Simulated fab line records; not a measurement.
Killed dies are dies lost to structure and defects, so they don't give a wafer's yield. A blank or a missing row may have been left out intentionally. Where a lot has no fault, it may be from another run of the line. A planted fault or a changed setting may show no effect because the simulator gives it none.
Which of the tools did it? ; flow sky130 ; 16 lots with 48 wafers sampled at 3 steps, on a route of 708 steps

== WHAT THE GAUGES READ, wafer by wafer ==
SKY_VIA3_RS_MEAS_22: a four-point-probe measurement. Usual: for VIA3_W_RS the level is 0.296 ohm/sq and the standard deviation is 0.004.
lot;measured;on;VIA3_W_RS (ohm/sq);flag
L157;day 39 06:43;film-metro-02;0.289 0.291 0.294;
L158;day 40 00:22;film-metro-02;0.296 0.304 0.297;
L159;day 40 16:38;film-metro-01;0.292 0.295 0.293;
L160;day 41 02:01;film-metro-01;0.290 0.289 0.296;
L164;day 41 21:10;film-metro-02;0.296 0.295 0.300;
L165;day 42 08:08;film-metro-02;0.294 0.294 0.293;
L166;day 42 17:16;film-metro-01;0.298 0.297 0.297;
L167;day 42 19:17;film-metro-02;0.293 0.292 0.293;
L168;day 43 06:38;film-metro-02;0.291 0.292 0.292;
L169;day 43 10:59;film-metro-01;0.301 0.299 0.299;
L171;day 43 16:39;film-metro-02;0.302 0.307 0.306;
L172;day 44 01:41;film-metro-01;0.292 0.297 0.292;
L174;day 44 18:35;film-metro-02;0.289 0.292 0.293;
L178;day 45 20:05;film-metro-03;0.301 0.297 0.296;
L176;day 45 22:03;film-metro-03;0.302 0.306 0.306;
L179;day 46 01:52;film-metro-02;0.298 0.296 0.297;

== WHICH TOOL RAN EACH LOT (tool, then ch and the chambers of the sampled wafers, then the start) ==
lot;SKY_CAPM_SPUTTER_02;SKY_VIA3_CVD_21
L157;pvd-sputter-03, day 35 22:44;cvd-w-01 ch 0,1, day 39 06:34
L158;pvd-sputter-04, day 36 17:28;cvd-w-01 ch 1, day 40 00:14
L159;pvd-sputter-04, day 37 11:55;cvd-w-01 ch 0,1, day 40 16:31
L160;pvd-sputter-04, day 37 19:49;cvd-w-01 ch 0,1, day 41 01:53
L164;pvd-sputter-04, day 38 15:38;cvd-w-02 ch 0,1, day 41 21:03
L165;pvd-sputter-03, day 39 03:31;cvd-w-02 ch 0,1, day 42 08:01
L166;pvd-sputter-04, day 39 14:57;cvd-w-02 ch 0,1, day 42 17:08
L167;pvd-sputter-04, day 39 16:01;cvd-w-01 ch 0,1, day 42 19:10
L168;pvd-sputter-04, day 40 04:05;cvd-w-01 ch 0, day 43 06:23
L169;pvd-sputter-01, day 40 09:16;cvd-w-02 ch 0,1, day 43 10:51
L171;pvd-sputter-03, day 40 15:10;cvd-w-02 ch 0, day 43 16:30
L172;pvd-sputter-04, day 41 00:16;cvd-w-01 ch 0,1, day 44 01:34
L174;pvd-sputter-04, day 41 18:38;cvd-w-01 ch 0,1, day 44 18:27
L178;pvd-sputter-04, day 42 23:23;cvd-w-01 ch 0,1, day 45 19:58
L176;pvd-sputter-04, day 43 01:32;cvd-w-02 ch 0, day 45 21:56
L179;pvd-sputter-03, day 43 05:35;cvd-w-02 ch 1, day 46 01:43
- SKY_CAPM_SPUTTER_02: material TiN, target thk 200 nm, time 166.7 s.
- SKY_VIA3_CVD_21: deposits W, target thk 390 nm, time 117.31 s.

== AS READ BY THE TOOLS THEMSELVES (means over the sampled wafers that have a number; for cases with no such wafer, the mark the record gives instead) ==
SKY_CAPM_SPUTTER_02. Usual: 29.3 % for throttle-valve-pct, sd 1.1.
lot;tool;throttle-valve-pct (%);flag
L157;pvd-sputter-03;28.3;
L158;pvd-sputter-04;29.6;
L159;pvd-sputter-04;29.2;
L160;pvd-sputter-04;29.0;
L164;pvd-sputter-04;28.8;
L165;pvd-sputter-03;28.3;
L166;pvd-sputter-04;28.6;
L167;pvd-sputter-04;28.6;
L168;pvd-sputter-04;29.1;
L169;pvd-sputter-01;30.9;
L171;pvd-sputter-03;29.1;
L172;pvd-sputter-04;27.9;
L174;pvd-sputter-04;29.8;
L178;pvd-sputter-04;28.5;
L176;pvd-sputter-04;28.7;
L179;pvd-sputter-03;28.6;

SKY_VIA3_CVD_21. Usual: 868 W for heater-power-w, sd 120.
lot;tool;heater-power-w (W);flag
L157;cvd-w-01;942;
L158;cvd-w-01;772;
L159;cvd-w-01;947;
L160;cvd-w-01;941;
L164;cvd-w-02;807;
L165;cvd-w-02;767;
L166;cvd-w-02;764;
L167;cvd-w-01;945;
L168;cvd-w-01;1028;
L169;cvd-w-02;809;
L171;cvd-w-02;859;
L172;cvd-w-01;874;
L174;cvd-w-01;960;
L178;cvd-w-01;962;
L176;cvd-w-02;856;
L179;cvd-w-02;716;

== THE ANSWER, worked out from the rows above alone ==
Rule: a lot counts as off when the mean over its wafers that have a number is more than 3 standard deviations away from the usual mean. A lot without any number at a reading at which 4 lots or more have one is off too. All remaining lots with rows at the step are treated as sound. After the gauges, taken in route order, come the tools' own readings; for these a lot's mean is taken, as printed above. At the first step where some lot is off, the reading lying furthest off is the one used; lots without a number count as furthest.
No lot is off at any reading shown: from this, nothing can be told.

== WHAT WAS PUT IN BY THE SIMULATOR ==
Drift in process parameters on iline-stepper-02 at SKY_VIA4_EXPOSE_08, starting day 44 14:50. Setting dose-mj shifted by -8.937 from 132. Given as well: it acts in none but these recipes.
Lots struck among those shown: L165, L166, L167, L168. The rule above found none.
